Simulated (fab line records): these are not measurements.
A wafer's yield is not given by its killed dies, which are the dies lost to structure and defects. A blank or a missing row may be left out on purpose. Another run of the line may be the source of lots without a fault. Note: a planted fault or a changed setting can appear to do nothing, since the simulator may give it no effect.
Which tool was responsible? + flow sky130 + route of 708 steps, sampled at 1 step: 13 lots, 39 wafers

## WHAT THE GAUGES SHOWED, per wafer
The record lacks any reading of a measuring or inspecting step that a usual standard deviation could be used to judge.

## TOOL THAT RAN EACH LOT (tool first, then ch and the chambers of the sampled wafers, then the start)
| lot  | SKY_DNWELL_EXPOSE_04               |
|------|------------------------------------|
| L672 | iline stepper-01 ch 0, day 3 00:14 |
| L675 | iline stepper-01 ch 0, day 3 15:25 |
| L676 | iline stepper-02 ch 0, day 3 19:15 |
| L677 | iline stepper-02 ch 0, day 4 00:07 |
| L678 | iline stepper-02 ch 0, day 4 08:40 |
| L680 | iline stepper-02 ch 0, day 4 15:32 |
| L685 | iline stepper-02 ch 0, day 5 15:35 |
| L687 | iline stepper-01 ch 0, day 6 11:05 |
| L689 | iline stepper-02 ch 0, day 6 15:46 |
| L690 | iline stepper-02 ch 0, day 6 19:34 |
| L692 | iline stepper-02 ch 0, day 7 09:53 |
| L693 | iline stepper-02 ch 0, day 7 16:10 |
| L695 | iline stepper-02 ch 0, day 8 00:58 |
- SKY_DNWELL_EXPOSE_04: exposes mask DNM, target cd 3000 nm.

## AS READ BY THE TOOLS THEMSELVES (means over the sampled wafers that have a number; for cases with no such wafer, the mark the record gives instead)
SKY_DNWELL_EXPOSE_04. Usual: 23.02 C for reticle temp C, sd 0.11.
| lot  | tool             | reticle temp C (C) | flag |
|------|------------------|--------------------|------|
| L672 | iline stepper-01 | 22.99              |      |
| L675 | iline stepper-01 | 23.00              |      |
| L676 | iline stepper-02 | 22.91              |      |
| L677 | iline stepper-02 | 23.16              |      |
| L678 | iline stepper-02 | 23.10              |      |
| L680 | iline stepper-02 | 22.97              |      |
| L685 | iline stepper-02 | 22.94              |      |
| L687 | iline stepper-01 | 23.10              |      |
| L689 | iline stepper-02 | 23.03              |      |
| L690 | iline stepper-02 | 22.99              |      |
| L692 | iline stepper-02 | 22.91              |      |
| L693 | iline stepper-02 | 23.11              |      |
| L695 | iline stepper-02 | 23.11              |      |

## THE ANSWER, worked out from the rows above alone
Rule: take the mean of a lot's wafers that have a number; if it is more than 3 standard deviations from the usual mean, the lot is off. A lot without any number at a reading at which 4 lots or more have one is off too. Any other lot the step has rows for is counted as sound. After the gauges, taken in route order, come the tools' own readings; for these a lot's mean is taken, as printed above. At the first step where some lot is off, the reading lying furthest off is the one used; lots without a number count as furthest.
No lot is off at any reading shown: from this, nothing can be told.

## WHAT THE SIMULATOR PUT IN
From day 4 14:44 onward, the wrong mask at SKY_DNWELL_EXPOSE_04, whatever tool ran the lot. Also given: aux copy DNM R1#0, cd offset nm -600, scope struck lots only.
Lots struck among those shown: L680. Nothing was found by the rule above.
